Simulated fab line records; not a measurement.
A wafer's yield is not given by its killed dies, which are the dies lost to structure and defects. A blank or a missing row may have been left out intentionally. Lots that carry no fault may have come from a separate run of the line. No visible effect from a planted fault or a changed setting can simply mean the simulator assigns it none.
Problem report, 8D (eight disciplines) form, completed by code | flow gf180mcu | the parts of the form that need people (team, actions taken, sign-off) are left out

== 1. WHAT IS WRONG ==
Mean STI_CVD_03_THK at GF_STI_THK_MEAS_04: 168.5 nm over 9 wafers in 3 lots; fault-free wafers: 209.4 nm, standard deviation 2.1. That is -19 standard deviations from the usual mean.
First seen on wafer L553.2, day 2 10:18, on film metro-03. The record has a number at this step for 36 wafers belonging to 12 lots. Rule for "out" (also "out of limits"): further than 4 standard deviations from the usual mean. The other wafers with a number count as sound.

== 2. WHAT IT IS; WHAT IT IS NOT ==
question                    | is                                          | is not
which readings at this step | STI_CVD_03_THK                              | -
which lots                  | L553, L554, L555                            | L549, L551, L557, L564, L566, L568, L569, L570, L571
which wafers of those lots  | all that have a number                      | -
read on which gauges        | film metro-01, film metro-02, film metro-03 | -
when                        | from day 2 10:18                            | up to then (6 sound wafers); but 21 sound wafers of L557, L564, L566, L568, L569, L570, L571 came after

== 3. THE SUSPECTS, EACH WITH WHAT RULES IT OUT ==
Counting: a tool stays on the suspect list if, at a process step up to the reading, it processed all lots that are out and no sound lot following the first of them.
- the gauge at GF_STI_THK_MEAS_04 has been ruled out. 3 gauges (film metro-01, film metro-02, film metro-03) read the wafers that are out.
- lpcvd-02 at GF_STI_CVD_03 (deposits Si3N4 from DCS/NH3, target thk 207.16 nm, time 3551 s): ruled out as a lasting fault. Following L553 (day 2 08:18), the first lot on it that is out, the sound lots L570, L571 were run on it.
Left after counting: nothing in the record.

== 4. THE CAUSE (what the simulator had put in) ==
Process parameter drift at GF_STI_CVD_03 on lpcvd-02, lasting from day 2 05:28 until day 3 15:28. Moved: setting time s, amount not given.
Counting ruled it out, wrongly: the rule takes a fault to strike every lot that its tool runs from its start on, and this one did not.

== 5. SEQUENCE OF EFFECTS, ordered by route ==
Each row: a reading where the mean over the struck wafers with a number is more than 3 standard deviations away from the usual. Only readings whose record carries a usual standard deviation are examined. hours: median over the lots of the time between each lot's start at the first step of this table that gives one and its start at this step. sigmas: the change, counted in usual standard deviations.
hours | step               | reading            | usual      | on struck wafers | change | sigmas
0     | GF_STI_THK_MEAS_04 | STI_CVD_03_THK     | 209.4 nm   | 168.5            | -40.9  | -19
12    | GF_STI_ETCH_13     | oes product au     | 0.837 a.u. | 0.746            | -0.091 | -15
12    | GF_STI_ETCH_13     | throttle valve pct | 8.810 %    | 8.783            | -0.027 | -3.0
The process steps in it:
- GF_STI_ETCH_13: etches the open film in CHF3/O2, stops on Si, target depth 282.31 nm, time 112.9 s.
Readings that are blank on the struck wafers while sound wafers have them: susceptor temp C at GF_STI_CVD_03.
Later measuring or inspecting steps at which every struck wafer that the step has a row for has a number for every such reading, and none has moved that far: GF_MVSD_OVL_MEAS_07.

== 6. WHAT WOULD HAVE CAUGHT IT SOONER ==
In this record the first reading out of limits at a measuring or inspecting step was taken at day 2 10:18, 5 hours after the fault began at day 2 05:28.
